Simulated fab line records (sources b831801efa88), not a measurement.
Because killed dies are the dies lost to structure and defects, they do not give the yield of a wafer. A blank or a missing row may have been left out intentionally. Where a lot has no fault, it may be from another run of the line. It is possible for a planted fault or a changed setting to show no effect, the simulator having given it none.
A struck lot beside a sound one + flow sky130 + 31 steps out of a route of 708
Sound: these wafers, L115.2, L115.3, L115.4. Struck: wafer L125.5 (left out: L125.2, L125.3 of the same lot, which were not struck); the cause appears at the end.
At each step with rows: each side's tool, then ch and its chambers, then its first start. Under that, the readings that differ: sound wafers + struck wafers + difference of the means + sigmas: that difference in standard deviations of wafers without a fault.
alike: a reading whose means differ by less than 2 such deviations, as well as words and numbers matching on both sides. not compared: withheld readings; readings where some wafer has no value; bounds like >300 that might hide an equal value; numbers whose values overlap and for which the record gives no deviation.
The two part at a step that has a row with sigmas, a row that says differs or no value, or rows on one side only. Numbers that have no deviation but don't overlap get no sigmas and don't part them. A reading missing from all wafers of one side parts the sides only when that side holds two or more wafers.

SKY_LI_CONTACT_OVL_MEAS_13:
  struck on overlay-01, day 32 13:33; sound on overlay-01, day 28 21:42
| reading             | sound   | struck | difference | sigmas |
|---------------------|---------|--------|------------|--------|
| LI_CONTACT_OVL (nm) | 0 -6 -3 | 9      | +12        | +3     |
then, 2 steps without rows for these wafers: SKY_LI_CONTACT_ETCH_14 (etches BARC in N2/H2, stops on SiO2, time 45.9 s, target depth 60 nm); SKY_LI_CONTACT_ETCH_15 (etches PSG in C4F8/O2/Ar, stops on Si, target depth 600 nm).
SKY_LI_CONTACT_STRIP_16: strips in O2/N2.
  sound on plasmaAsher-03 ch 0,1, day 28 21:52; struck on plasmaAsher-03 ch 0, day 32 13:43
  alike: drypumpMotorCurrentA, oesProductAu, stripTimeToEndpointS
  not compared: rfHoursCounterH
then, 2 steps without rows for these wafers: SKY_LI_CONTACT_CLEAN_17 (cleans in NMP, time 600 s); SKY_LI_CONTACT_PRE_CLEAN_18 (time 5.6 s).
SKY_LI_CONTACT_SPUTTER_19: material Ti, target thk 20 nm, time 106.37 s.
  struck on pvdSputter-04, day 32 14:00; sound on pvdSputter-04, day 28 22:09
  alike: cathodeDcPowerW, throttleValvePct
SKY_LI_CONTACT_SPUTTER_20: material TiN, target thk 20 nm, time 80 s.
  struck on pvdSputter-04, day 32 14:05; sound on pvdSputter-04, day 28 22:14
  alike: cathodeDcPowerW, throttleValvePct
then, 1 step without rows for these wafers: SKY_LI_CONTACT_CVD_21 (deposits W, target thk 400 nm, time 120.56 s).
SKY_LI_CONTACT_RS_MEAS_22: a four-point-probe measurement.
  struck on filmMetro-02, day 32 14:17; sound on filmMetro-02, day 28 22:26
  alike: LI_CONTACT_W_RS
SKY_LI_CONTACT_THK_MEAS_23: measures by xrf.
  struck on filmMetro-02, day 32 14:23; sound on filmMetro-02, day 28 22:32
  alike: LI_CONTACT_W_THK
SKY_LI_CONTACT_CMP_24: polishes, stops on PSG, t overpolish 20 s, target thk 0 nm.
  sound on cmp-01 ch 0,2,3, day 28 22:38; struck on cmp-01 ch 2, day 32 14:29
  alike: headPressurePsi, motorCurrentA, overpolishRunS, timeToEndpointS
SKY_LOCAL_INTERCONNECT_SPUTTER_00: material TiN, target thk 100 nm, time 83.3 s.
  struck on pvdSputter-02, day 32 14:44; sound on pvdSputter-01, day 28 22:53
| reading                                               | sound                | struck | difference | sigmas      |
|-------------------------------------------------------|----------------------|--------|------------|-------------|
| cathodeDcPowerW (W)                                   | 6498.9 6500.6 6498.9 | 7428.3 | +928.8     | +99 or more |
| model.TiN_of_LOCAL_INTERCONNECT_SPUTTER_00.thkNm (nm) | 99.05 100.2 100      | 114.2  | +14.5      |             |
  alike: throttleValvePct
SKY_LOCAL_INTERCONNECT_RS_MEAS_01: a four-point-probe measurement.
  struck on filmMetro-01, day 32 14:50; sound on filmMetro-01, day 28 22:59
| reading                            | sound             | struck | difference | sigmas |
|------------------------------------|-------------------|--------|------------|--------|
| LOCAL_INTERCONNECT_TIN_RS (ohm/sq) | 14.27 14.10 14.14 | 12.33  | -1.84      | -15    |
SKY_LOCAL_INTERCONNECT_THK_MEAS_02: measures by xrf.
  struck on filmMetro-01, day 32 14:56; sound on filmMetro-01, day 28 23:05
| reading                         | sound            | struck | difference | sigmas |
|---------------------------------|------------------|--------|------------|--------|
| LOCAL_INTERCONNECT_TIN_THK (nm) | 99.4 100.6 100.1 | 114.9  | +14.9      | +17    |
then, 8 steps without rows for these wafers: SKY_LOCAL_INTERCONNECT_DEHYDRATE_03 (time 60 s); SKY_LOCAL_INTERCONNECT_HMDS_04 (prime time 60 s); SKY_LOCAL_INTERCONNECT_COAT_05 (resist thk 60 nm); SKY_LOCAL_INTERCONNECT_COAT_06 (resist thk 450 nm); SKY_LOCAL_INTERCONNECT_SOFTBAKE_07 (time 90 s); SKY_LOCAL_INTERCONNECT_EXPOSE_08 (exposes mask LI1M, target cd 170 nm); SKY_LOCAL_INTERCONNECT_PEB_09; SKY_LOCAL_INTERCONNECT_DEVELOP_10 (develop time 60 s).
SKY_LOCAL_INTERCONNECT_CD_MEAS_11: target cd 170 nm.
  struck on cdSem-01, day 33 18:17; sound on cdSem-01, day 30 02:47
| reading   | sound             | struck | difference | sigmas |
|-----------|-------------------|--------|------------|--------|
| cdNm (nm) | 167.8 169.7 170.6 | 173.5  | +4.1       | +3     |
SKY_LOCAL_INTERCONNECT_OVL_MEAS_12:
  struck on overlay-02, day 33 18:24; sound on overlay-01, day 30 02:54
| reading                     | sound    | struck | difference | sigmas |
|-----------------------------|----------|--------|------------|--------|
| LOCAL_INTERCONNECT_OVL (nm) | -8 -8 -6 | 7      | +14        | +2     |
then, 1 step without rows for these wafers: SKY_LOCAL_INTERCONNECT_ETCH_13 (etches BARC in N2/H2, stops on SiO2, time 45.9 s, target depth 60 nm).
SKY_LOCAL_INTERCONNECT_METAL_ETCH_14: etches TiN in Cl2/BCl3, stops on PSG, target depth 110 nm, time 31.4 s.
  sound on rieMetal-01 ch 0,1, day 30 02:59; struck on rieMetal-02 ch 0, day 33 18:29
| reading              | sound                | struck | difference | sigmas |
|----------------------|----------------------|--------|------------|--------|
| oesProductAu (a.u.)  | 0.938 0.943 0.946    | 1.002  | +0.060     | +9     |
| throttleValvePct (%) | 21.905 21.908 21.894 | 21.867 | -0.035     | -4     |
  alike: drypumpMotorCurrentA
  not compared: rfHoursCounterH
SKY_LOCAL_INTERCONNECT_STRIP_15: strips in O2/N2.
  sound on plasmaAsher-01 ch 0,1, day 30 03:02; struck on plasmaAsher-03 ch 0, day 33 18:32
| reading                  | sound       | struck | difference | sigmas |
|--------------------------|-------------|--------|------------|--------|
| drypumpMotorCurrentA (A) | 6.6 6.1 6.6 | 4.9    | -1.5       | -3     |
  alike: oesProductAu, stripTimeToEndpointS
  not compared: rfHoursCounterH
SKY_LOCAL_INTERCONNECT_STRIP_16: strips in post etch residue remover, time 1200 s.
  sound on wetBench-01 ch 0, day 30 03:08; struck on wetBench-03 ch 2, day 33 18:38
| reading                                               | sound             | struck | difference | sigmas |
|-------------------------------------------------------|-------------------|--------|------------|--------|
| model.TiN_of_LOCAL_INTERCONNECT_SPUTTER_00.thkNm (nm) | 98.64 99.83 99.62 | 113.8  | +14.4      |        |
then, 1 step without rows for these wafers: SKY_LOCAL_INTERCONNECT_CLEAN_17 (cleans in IPA, time 180 s).
-- a jump in the record: the struck wafers' starts before and after are 15 days apart (it breaks off in module LOCAL_INTERCONNECT and resumes in module PAD_OPEN, where the first step shown is number 708 of the route) --
SKY_PAD_OPEN_PROBE_99:
  struck on prober-02, day 48 07:20; sound on prober-02, day 45 17:40
  alike: killed_at_M0_to_M3, killed_at_M4_up, killedAtContacts, killedAtFrontEnd, killedAtOther, killedDies, killedOpen, killedShort

== WHERE THEY PART ==
At SKY_LI_CONTACT_OVL_MEAS_13 first; at SKY_LOCAL_INTERCONNECT_STRIP_15 last (within this record only). Later steps at which nothing parts them and some readings are alike: SKY_PAD_OPEN_PROBE_99.

WHY: what had been put in by the simulator
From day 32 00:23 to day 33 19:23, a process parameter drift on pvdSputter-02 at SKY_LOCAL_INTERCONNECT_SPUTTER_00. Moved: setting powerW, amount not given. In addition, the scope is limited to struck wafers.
